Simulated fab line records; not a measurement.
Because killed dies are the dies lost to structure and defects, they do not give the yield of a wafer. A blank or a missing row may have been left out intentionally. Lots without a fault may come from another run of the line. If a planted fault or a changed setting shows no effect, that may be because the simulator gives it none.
Tool commonality check | flow gf180mcu | 11 lots, 39 wafers sampled

THE REASON FOR OPENING IT
Flagged at GF_M3_CD_MEAS_14: reading cdNm, on 2 of 11 lots. Wafers without a fault read 279.7 nm, standard deviation 1.3.
Rule: flag the lot when none of its wafers has a number, or when each of its wafers that has one lies beyond 4 standard deviations from that mean. As for the other lots, they are considered sound.

lot  | measured     | on       | cdNm (nm), wafer by wafer           | flag
L311 | day 21 23:47 | cdSem-01 | 281.5 281.7 280.9                   | 
L312 | day 22 12:40 | cdSem-02 | 278.0 278.6 279.2                   | 
L313 | day 22 23:28 | cdSem-02 | 281.5 282.6 283.1                   | 
L315 | day 23 04:07 | cdSem-02 | 279.1 278.4 279.2                   | 
L317 | day 24 06:13 | cdSem-01 | 280.3 280.4 278.9                   | 
L320 | day 24 16:55 | cdSem-01 | 279.5 278.8 277.9                   | 
L326 | day 26 21:24 | cdSem-01 | 289.3 288.1 289.2 289.2 288.6 289.2 | FLAGGED
L327 | day 27 05:19 | cdSem-01 | 288.3 289.0 287.9 288.3 288.1 288.2 | FLAGGED
L328 | day 27 09:39 | cdSem-02 | 279.4 278.9 280.0                   | 
L331 | day 28 05:07 | cdSem-01 | 278.5 279.8 279.9                   | 
L332 | day 28 10:46 | cdSem-02 | 277.8 278.3 277.7                   | 
Average over the flagged lots: 288.6 nm; offset from the usual +8.9 nm, equal to +7 standard deviations.

WHICH TOOL RAN EACH LOT
The record holds 3 process steps before the reading, out of a route of 602 steps. Cell contents, in order: the tool; ch with the chambers the sampled wafers went through; the start.
lot  | flag    | GF_V2_STRIP_18                      | GF_M3_SPUTTER_03            | GF_M3_SOFTBAKE_10
L311 |         | plasmaAsher-04 ch 0,1, day 20 22:45 | pvdSputter-04, day 21 00:08 | lithoTrack-04 ch 0, day 21 11:53
L312 |         | plasmaAsher-02 ch 0, day 21 11:40   | pvdSputter-04, day 21 13:03 | lithoTrack-04 ch 0, day 22 01:11
L313 |         | plasmaAsher-03 ch 0,1, day 21 22:56 | pvdSputter-04, day 22 00:19 | lithoTrack-02 ch 0, day 22 11:43
L315 |         | plasmaAsher-04 ch 0,1, day 22 03:46 | pvdSputter-02, day 22 05:09 | lithoTrack-03 ch 0, day 22 16:24
L317 |         | plasmaAsher-03 ch 0,1, day 23 06:29 | pvdSputter-02, day 23 08:02 | lithoTrack-02 ch 0, day 23 18:58
L320 |         | plasmaAsher-03 ch 0,1, day 23 18:21 | pvdSputter-02, day 23 19:44 | lithoTrack-04 ch 0, day 24 06:40
L326 | FLAGGED | plasmaAsher-03 ch 0,1, day 25 23:35 | pvdSputter-03, day 26 01:01 | lithoTrack-04 ch 0, day 26 11:13
L327 | FLAGGED | plasmaAsher-03 ch 0,1, day 26 07:19 | pvdSputter-02, day 26 08:41 | lithoTrack-04 ch 0, day 26 18:56
L328 |         | plasmaAsher-04 ch 0,1, day 26 11:40 | pvdSputter-04, day 26 13:03 | lithoTrack-02 ch 0, day 26 23:04
L331 |         | plasmaAsher-03 ch 0,1, day 27 07:47 | pvdSputter-02, day 27 09:14 | lithoTrack-02 ch 0, day 27 19:04
L332 |         | plasmaAsher-02 ch 0,1, day 27 14:13 | pvdSputter-03, day 27 15:36 | lithoTrack-02 ch 0, day 28 01:16
What the steps here do:
- GF_V2_STRIP_18: strips in O2/N2.
- GF_M3_SPUTTER_03: material Ti, target thk 10 nm, time 6.7 s.
- GF_M3_SOFTBAKE_10: time 60 s.
- GF_M3_CD_MEAS_14: target cd 280 nm.

FLAGGED AGAINST TOTAL, ONE TOOL AT A TIME (gauges that did the reading follow at the end)
step              | tool           | lots run | flagged | share of the flagged lots | sound lots run after its first flagged lot
GF_V2_STRIP_18    | plasmaAsher-02 | 2        | 0       | none                      | -
GF_V2_STRIP_18    | plasmaAsher-03 | 6        | 2       | all                       | 1 (L331)
GF_V2_STRIP_18    | plasmaAsher-04 | 3        | 0       | none                      | -
GF_M3_SPUTTER_03  | pvdSputter-02  | 5        | 1       | some                      | 1 (L331)
GF_M3_SPUTTER_03  | pvdSputter-03  | 2        | 1       | some                      | 1 (L332)
GF_M3_SPUTTER_03  | pvdSputter-04  | 4        | 0       | none                      | -
GF_M3_SOFTBAKE_10 | lithoTrack-02  | 5        | 0       | none                      | -
GF_M3_SOFTBAKE_10 | lithoTrack-03  | 1        | 0       | none                      | -
GF_M3_SOFTBAKE_10 | lithoTrack-04  | 5        | 2       | all                       | 0
GF_M3_CD_MEAS_14  | cdSem-01       | 6        | 2       | all                       | 1 (L331)
GF_M3_CD_MEAS_14  | cdSem-02       | 5        | 0       | none                      | -

WHAT IS ALLOWED BY THE TABLE
3 rows of the table ran every flagged lot: plasmaAsher-03 at GF_V2_STRIP_18, lithoTrack-04 at GF_M3_SOFTBAKE_10, cdSem-01 at GF_M3_CD_MEAS_14.
- plasmaAsher-03 at GF_V2_STRIP_18: 2 of its 6 lots flagged. Lots that were sound ran on it after the first flagged one (L331); a persistent fault on the entire tool would not allow that.
- lithoTrack-04 at GF_M3_SOFTBAKE_10: 2 of its 5 lots flagged. Last sound lot L320 at day 24 06:40, first flagged lot L326 at day 26 11:13; a fault beginning in between fits. Its own readings (heaterPowerTotalW, plateTempC) fall more than 4 standard deviations out on all wafers of the flagged lots.
- cdSem-01 at GF_M3_CD_MEAS_14: 2 of its 6 lots flagged. Lots that were sound ran on it after the first flagged one (L331); a persistent fault on the entire tool would not allow that.
One tool is left: lithoTrack-04 at GF_M3_SOFTBAKE_10.

WHAT THE SIMULATOR HAD INSERTED
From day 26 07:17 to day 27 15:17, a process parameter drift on lithoTrack-04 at GF_M3_SOFTBAKE_10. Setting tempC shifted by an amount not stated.
Struck lots among those shown: L326, L327. The rule above found the same.
